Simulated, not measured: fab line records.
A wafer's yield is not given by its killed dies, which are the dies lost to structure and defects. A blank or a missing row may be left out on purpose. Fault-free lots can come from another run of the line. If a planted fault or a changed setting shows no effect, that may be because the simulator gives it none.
Comparing a struck lot with a sound one | flow sky130 | 18 out of 708 route steps
Sound: wafers L866.2, L866.3, L866.4. Struck: wafers L869.1, L869.4. (L869.3 of the same lot was not struck and is left out.) The cause comes at the end.
Order at every step that has rows: each side's tool, ch and its chambers, its first start. Under that, the readings that differ: sound wafers | struck wafers | difference of the means | sigmas: that difference in standard deviations of wafers without a fault.
alike: readings whose means differ by less than 2 such deviations, and words and numbers that are the same on both sides. not compared: withheld readings, readings that some wafer has no value for, bounds like >300 that may hide the same value, and numbers for which the record gives no deviation and whose values overlap.
A row with sigmas, a row that says differs or no value, or rows on one side alone: a step with any of these is where the two part. Non-overlapping numbers with no deviation appear without sigmas and do not part them. A reading that every wafer of one side lacks parts them only if that side has two wafers or more.

first, 3 steps without rows for these wafers: SKY_VIA1_EXPOSE_09 (exposes mask VIM, target cd 150 nm); SKY_VIA1_PEB_10; SKY_VIA1_DEVELOP_11 (develop time 60 s).
SKY_VIA1_CD_MEAS_12: target cd 150 nm.
  sound on cdSem-01, day 33 18:11; struck on cdSem-02, day 34 18:46
  alike: cdNm
SKY_VIA1_OVL_MEAS_13:
  sound on overlay-02, day 33 18:18; struck on overlay-01, day 34 18:53
  alike: VIA1_OVL
SKY_VIA1_ETCH_14: etches BARC in N2/H2, stops on SiO2, time 45.9 s, target depth 60 nm.
  sound on rieDiel-01 ch 1,2,3, day 33 18:20; struck on rieDiel-01 ch 1,2, day 34 18:55
  alike: drypumpMotorCurrentA, oesProductAu, throttleValvePct
  not compared: rfHoursCounterH
SKY_VIA1_ETCH_15: etches SiO2 in C4F8/O2/Ar, stops on TiN, target depth 351 nm, time 54 s.
  sound on rieDiel-01 ch 1,2,3, day 33 18:22; struck on rieDiel-01 ch 1,2, day 34 18:57
  alike: oesProductAu
  not compared: rfHoursCounterH
SKY_VIA1_STRIP_16: strips in O2/N2.
  sound on plasmaAsher-04 ch 0,1, day 33 18:25; struck on plasmaAsher-01 ch 0,1, day 34 19:00
  alike: drypumpMotorCurrentA, oesProductAu, stripTimeToEndpointS
  not compared: rfHoursCounterH
then, 3 steps without rows for these wafers: SKY_VIA1_STRIP_17 (strips in post etch residue remover, time 1200 s); SKY_VIA1_CLEAN_18 (cleans in IPA, time 180 s); SKY_VIA1_CLEAN_19 (cleans in O3/DIW).
SKY_VIA1_SPUTTER_20: material TiN, target thk 20 nm, time 80 s.
  sound on pvdSputter-04, day 33 19:01; struck on pvdSputter-01, day 34 19:38
  alike: throttleValvePct
SKY_VIA1_CVD_21: deposits W, target thk 270 nm, time 80.902 s.
  sound on cvdW-01 ch 0,1, day 33 19:04; struck on cvdW-01 ch 1, day 34 19:41
reading                           | sound             | struck      | difference | sigmas
model.W_of_VIA1_CVD_21.thkNm (nm) | 268.1 268.8 269.6 | 170.4 170.9 | -98.2      | 
  alike: heaterPowerW, susceptorTempC
SKY_VIA1_RS_MEAS_22: the measuring method here is four-point-probe.
  sound on filmMetro-02, day 33 19:11; struck on filmMetro-01, day 34 20:12
reading            | sound             | struck      | difference | sigmas
VIA1_W_RS (ohm/sq) | 0.430 0.429 0.428 | 0.683 0.680 | +0.253     | +62
  not compared: hold
SKY_VIA1_THK_MEAS_23: measures by xrf.
  sound on filmMetro-02, day 33 19:17; struck on filmMetro-01, day 34 22:23
reading         | sound       | struck  | difference | sigmas
VIA1_W_THK (nm) | 280 280 282 | 175 175 | -106       | -29
  not compared: hold
SKY_VIA1_CMP_24: polishes, stops on SiO2, t overpolish 15 s, target thk 0 nm.
  sound on cmp-01 ch 0,2,3, day 33 19:23; struck on cmp-01 ch 2,3, day 35 01:22
reading             | sound          | struck                                          | difference                   | sigmas
hold                | - - -          | awaitDispo/2.9h/release awaitDispo/2.9h/release | no value on the sound wafers | 
timeToEndpointS (s) | 65.9 66.7 66.5 | 41.9 43.0                                       | -23.9                        | -10
  alike: motorCurrentA
SKY_METAL2_SPUTTER_00: material Ti, target thk 15 nm, time 10 s.
  sound on pvdSputter-02, day 33 19:38; struck on pvdSputter-02, day 35 01:40
  alike: throttleValvePct
-- the record jumps here: 11 days lie between the struck wafers' starts before and after (it left off in module METAL2 and takes up again in module PAD_OPEN, whose first step shown is number 708 of the route) --
SKY_PAD_OPEN_PROBE_99:
  sound on prober-01, day 45 14:34; struck on prober-02, day 46 10:56
  alike: defectLimitedYield, killed_at_M0_to_M3, killed_at_M4_up, killedAtContacts, killedAtFrontEnd, killedAtOther, killedDies, killedOnRim, killedOpen, killedShort, sort_bin_3_pad_short, sort_bin_5_function, sort_bin_6_memory, sortNPass, sortYieldPct

WHERE THEY PART
At SKY_VIA1_RS_MEAS_22 first; at SKY_VIA1_CMP_24 last (within this record only). Later steps at which nothing parts them and some readings are alike: SKY_METAL2_SPUTTER_00, SKY_PAD_OPEN_PROBE_99.

WHY: the cause the simulator had injected
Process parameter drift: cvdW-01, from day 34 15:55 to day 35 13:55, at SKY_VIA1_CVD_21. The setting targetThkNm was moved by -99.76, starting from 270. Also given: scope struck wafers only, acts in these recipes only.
